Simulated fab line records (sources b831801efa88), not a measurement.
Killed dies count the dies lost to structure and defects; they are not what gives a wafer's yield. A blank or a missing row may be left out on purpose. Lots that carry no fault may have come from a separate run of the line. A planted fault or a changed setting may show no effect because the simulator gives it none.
Which of the tools did it? / flow gf180mcu / Sampling: 12 lots, 36 wafers, 6 of 602 route steps

## WHAT THE GAUGES READ, wafer by wafer
GF_LVPWELL_OVL_MEAS_07. Usual: LVPWELL_OVL typically reads 1.1 nm, with standard deviation 1.5.
lot=L564; measured=day 3 22:34; on=overlay-01; LVPWELL_OVL (nm)=0.2 -0.3 -3.1; flag=
lot=L566; measured=day 4 09:02; on=overlay-01; LVPWELL_OVL (nm)=3.1 2.5 1.9; flag=
lot=L568; measured=day 4 23:02; on=overlay-02; LVPWELL_OVL (nm)=0.0 0.1 -0.1; flag=
lot=L569; measured=day 5 01:54; on=overlay-02; LVPWELL_OVL (nm)=3.9 3.4 4.2; flag=
lot=L572; measured=day 5 18:05; on=overlay-02; LVPWELL_OVL (nm)=-1.3 0.3 0.1; flag=
lot=L580; measured=day 7 20:03; on=overlay-02; LVPWELL_OVL (nm)=- - -; flag=OFF
lot=L582; measured=day 8 07:05; on=overlay-01; LVPWELL_OVL (nm)=1.6 1.9 0.9; flag=
lot=L583; measured=day 8 13:25; on=overlay-01; LVPWELL_OVL (nm)=2.3 2.5 2.4; flag=
lot=L584; measured=day 8 14:02; on=overlay-02; LVPWELL_OVL (nm)=3.0 -0.5 1.7; flag=
lot=L585; measured=day 8 17:59; on=overlay-01; LVPWELL_OVL (nm)=2.0 2.4 0.2; flag=
lot=L586; measured=day 9 04:43; on=overlay-02; LVPWELL_OVL (nm)=-0.8 1.4 -0.9; flag=
lot=L587; measured=day 9 08:09; on=overlay-01; LVPWELL_OVL (nm)=2.3 2.5 2.0; flag=

GF_LVPWELL_TW_MEAS_11. Usual: LVPWELL_TW typically reads 562, with standard deviation 5.8.
lot=L564; measured=day 3 23:01; on=film_metro-03; LVPWELL_TW=568 564 563; flag=
lot=L566; measured=day 4 09:28; on=film_metro-03; LVPWELL_TW=559 561 560; flag=
lot=L568; measured=day 4 23:28; on=film_metro-02; LVPWELL_TW=556 556 556; flag=
lot=L569; measured=day 5 02:20; on=film_metro-02; LVPWELL_TW=559 559 557; flag=
lot=L572; measured=day 5 18:31; on=film_metro-01; LVPWELL_TW=565 567 564; flag=
lot=L580; measured=day 7 20:29; on=film_metro-02; LVPWELL_TW=30 30 30 30 30 30; flag=OFF
lot=L582; measured=day 8 07:31; on=film_metro-01; LVPWELL_TW=563 564 563; flag=
lot=L583; measured=day 8 13:51; on=film_metro-02; LVPWELL_TW=553 554 555; flag=
lot=L584; measured=day 8 14:28; on=film_metro-01; LVPWELL_TW=568 563 563; flag=
lot=L585; measured=day 8 18:26; on=film_metro-03; LVPWELL_TW=569 567 567; flag=
lot=L586; measured=day 9 05:10; on=film_metro-03; LVPWELL_TW=565 563 562; flag=
lot=L587; measured=day 9 08:35; on=film_metro-02; LVPWELL_TW=554 556 553; flag=

GF_CONTACT_THK_MEAS_03. Usual: CONTACT_CVD_02_THK typically reads 858 nm, with standard deviation 12.
lot=L564; measured=day 15 04:22; on=film_metro-03; CONTACT_CVD_02_THK (nm)=862 866 882; flag=
lot=L566; measured=day 15 20:17; on=film_metro-02; CONTACT_CVD_02_THK (nm)=865 880 863; flag=
lot=L568; measured=day 16 16:36; on=film_metro-01; CONTACT_CVD_02_THK (nm)=843 836 852; flag=
lot=L569; measured=day 16 23:50; on=film_metro-03; CONTACT_CVD_02_THK (nm)=846 872 859; flag=
lot=L572; measured=day 18 01:49; on=film_metro-03; CONTACT_CVD_02_THK (nm)=860 863 879; flag=
lot=L582; measured=day 22 02:26; on=film_metro-02; CONTACT_CVD_02_THK (nm)=860 850 854; flag=
lot=L583; measured=day 22 14:02; on=film_metro-02; CONTACT_CVD_02_THK (nm)=855 854 859; flag=
lot=L584; measured=day 22 10:58; on=film_metro-01; CONTACT_CVD_02_THK (nm)=850 842 861; flag=
lot=L585; measured=day 22 16:53; on=film_metro-03; CONTACT_CVD_02_THK (nm)=853 850 867; flag=
lot=L586; measured=day 23 07:42; on=film_metro-01; CONTACT_CVD_02_THK (nm)=854 862 863; flag=
lot=L587; measured=day 23 11:52; on=film_metro-03; CONTACT_CVD_02_THK (nm)=855 873 861; flag=

GF_V1_THK_MEAS_25: measures by xrf. Usual: V1_W_THK typically reads 343 nm, with standard deviation 3.9.
lot=L564; measured=day 18 03:34; on=film_metro-01; V1_W_THK (nm)=344 339 339; flag=
lot=L566; measured=day 18 21:50; on=film_metro-04; V1_W_THK (nm)=340 352 337; flag=
lot=L568; measured=day 19 21:17; on=film_metro-02; V1_W_THK (nm)=343 340 338; flag=
lot=L569; measured=day 20 04:15; on=film_metro-04; V1_W_THK (nm)=340 342 344; flag=
lot=L572; measured=day 21 06:38; on=film_metro-04; V1_W_THK (nm)=344 346 345; flag=
lot=L582; measured=day 25 02:53; on=film_metro-02; V1_W_THK (nm)=346 341 346; flag=
lot=L583; measured=day 25 13:36; on=film_metro-04; V1_W_THK (nm)=346 343 348; flag=
lot=L584; measured=day 25 10:39; on=film_metro-02; V1_W_THK (nm)=346 345 340; flag=
lot=L585; measured=day 25 16:36; on=film_metro-01; V1_W_THK (nm)=349 339 349; flag=
lot=L586; measured=day 26 06:33; on=film_metro-04; V1_W_THK (nm)=344 346 344; flag=
lot=L587; measured=day 26 09:26; on=film_metro-04; V1_W_THK (nm)=345 347 347; flag=

## EACH LOT AND THE TOOL THAT RAN IT (in order: tool; ch and the chambers of the sampled wafers; start)
lot=L564; GF_LVPWELL_EXPOSE_04=iline_stepper-01 ch 0, day 3 16:06; GF_V1_SPUTTER_21=pvd_sputter-01, day 18 03:13
lot=L566; GF_LVPWELL_EXPOSE_04=iline_stepper-02 ch 0, day 4 02:17; GF_V1_SPUTTER_21=pvd_sputter-01, day 18 21:31
lot=L568; GF_LVPWELL_EXPOSE_04=iline_stepper-01 ch 0, day 4 16:31; GF_V1_SPUTTER_21=pvd_sputter-01, day 19 20:58
lot=L569; GF_LVPWELL_EXPOSE_04=iline_stepper-01 ch 0, day 4 19:10; GF_V1_SPUTTER_21=pvd_sputter-01, day 20 03:55
lot=L572; GF_LVPWELL_EXPOSE_04=iline_stepper-01 ch 0, day 5 11:20; GF_V1_SPUTTER_21=pvd_sputter-02, day 21 06:19
lot=L580; GF_LVPWELL_EXPOSE_04=iline_stepper-02 ch 0, day 7 12:26; GF_V1_SPUTTER_21=-
lot=L582; GF_LVPWELL_EXPOSE_04=iline_stepper-02 ch 0, day 7 22:53; GF_V1_SPUTTER_21=pvd_sputter-01, day 25 02:34
lot=L583; GF_LVPWELL_EXPOSE_04=iline_stepper-02 ch 0, day 8 05:17; GF_V1_SPUTTER_21=pvd_sputter-01, day 25 13:15
lot=L584; GF_LVPWELL_EXPOSE_04=iline_stepper-02 ch 0, day 8 06:05; GF_V1_SPUTTER_21=pvd_sputter-04, day 25 10:19
lot=L585; GF_LVPWELL_EXPOSE_04=iline_stepper-02 ch 0, day 8 10:13; GF_V1_SPUTTER_21=pvd_sputter-02, day 25 16:16
lot=L586; GF_LVPWELL_EXPOSE_04=iline_stepper-01 ch 0, day 8 19:46; GF_V1_SPUTTER_21=pvd_sputter-02, day 26 06:12
lot=L587; GF_LVPWELL_EXPOSE_04=iline_stepper-02 ch 0, day 9 00:16; GF_V1_SPUTTER_21=pvd_sputter-01, day 26 09:07
- GF_LVPWELL_EXPOSE_04: exposes mask LVPWELL, target cd 600 nm.
- GF_V1_SPUTTER_21: material Ti, target thk 15 nm, time 80.02 s.

## WHAT THE TOOLS THEMSELVES READ (means of the sampled wafers that have a number; where no wafer has one, the mark that the record gives instead)
GF_LVPWELL_EXPOSE_04. Usual: 0.1 nm for focus_offset_nm, sd 0.61.
lot=L564; tool=iline_stepper-01; focus_offset_nm (nm)=0.7; flag=
lot=L566; tool=iline_stepper-02; focus_offset_nm (nm)=0.4; flag=
lot=L568; tool=iline_stepper-01; focus_offset_nm (nm)=0.3; flag=
lot=L569; tool=iline_stepper-01; focus_offset_nm (nm)=-0.6; flag=
lot=L572; tool=iline_stepper-01; focus_offset_nm (nm)=0.2; flag=
lot=L580; tool=iline_stepper-02; focus_offset_nm (nm)=0.9; flag=
lot=L582; tool=iline_stepper-02; focus_offset_nm (nm)=0.3; flag=
lot=L583; tool=iline_stepper-02; focus_offset_nm (nm)=0.1; flag=
lot=L584; tool=iline_stepper-02; focus_offset_nm (nm)=0.5; flag=
lot=L585; tool=iline_stepper-02; focus_offset_nm (nm)=0.1; flag=
lot=L586; tool=iline_stepper-01; focus_offset_nm (nm)=-0.3; flag=
lot=L587; tool=iline_stepper-02; focus_offset_nm (nm)=0.7; flag=

GF_V1_SPUTTER_21. Usual: cathode_dc_power_W 2500.0 W, standard deviation 0.47; throttle_valve_pct 30.2 %, standard deviation 0.85.
lot=L564; tool=pvd_sputter-01; cathode_dc_power_W (W)=2500.1; throttle_valve_pct (%)=30.2; flag=
lot=L566; tool=pvd_sputter-01; cathode_dc_power_W (W)=2500.1; throttle_valve_pct (%)=29.9; flag=
lot=L568; tool=pvd_sputter-01; cathode_dc_power_W (W)=2500.0; throttle_valve_pct (%)=30.1; flag=
lot=L569; tool=pvd_sputter-01; cathode_dc_power_W (W)=2500.4; throttle_valve_pct (%)=29.2; flag=
lot=L572; tool=pvd_sputter-02; cathode_dc_power_W (W)=2499.8; throttle_valve_pct (%)=30.8; flag=
lot=L582; tool=pvd_sputter-01; cathode_dc_power_W (W)=2500.5; throttle_valve_pct (%)=30.1; flag=
lot=L583; tool=pvd_sputter-01; cathode_dc_power_W (W)=2499.8; throttle_valve_pct (%)=29.7; flag=
lot=L584; tool=pvd_sputter-04; cathode_dc_power_W (W)=2500.1; throttle_valve_pct (%)=29.9; flag=
lot=L585; tool=pvd_sputter-02; cathode_dc_power_W (W)=2500.1; throttle_valve_pct (%)=30.6; flag=
lot=L586; tool=pvd_sputter-02; cathode_dc_power_W (W)=2499.9; throttle_valve_pct (%)=30.9; flag=
lot=L587; tool=pvd_sputter-01; cathode_dc_power_W (W)=2500.9; throttle_valve_pct (%)=30.1; flag=

## THE ANSWER, worked out from the rows above alone
Rule: a lot is off if the mean of its wafers that have a number lies more than 3 standard deviations from the usual mean. Also off: a lot with no number at a reading for which 4 or more lots have one. Any other lot the step has rows for is counted as sound. The gauges are gone through in route order, then the tools' own readings, and for those a lot's mean is taken as printed above. The first step at which some lot is off is used, and at that step the reading that is off furthest; a lot without a number counts as furthest.
Off: L580, at GF_LVPWELL_OVL_MEAS_07 (LVPWELL_OVL). Without a number there: L580.
A tool fits if, at a process step before that reading, it ran every lot that is off, and no sound lot after the first of them. The gauges at GF_LVPWELL_OVL_MEAS_07 aren't tried: what is off there is off at GF_LVPWELL_TW_MEAS_11 too, on other tools, and a gauge's error can't cause that. No candidate that was tried fits.

## WHAT THE SIMULATOR HAD INSERTED
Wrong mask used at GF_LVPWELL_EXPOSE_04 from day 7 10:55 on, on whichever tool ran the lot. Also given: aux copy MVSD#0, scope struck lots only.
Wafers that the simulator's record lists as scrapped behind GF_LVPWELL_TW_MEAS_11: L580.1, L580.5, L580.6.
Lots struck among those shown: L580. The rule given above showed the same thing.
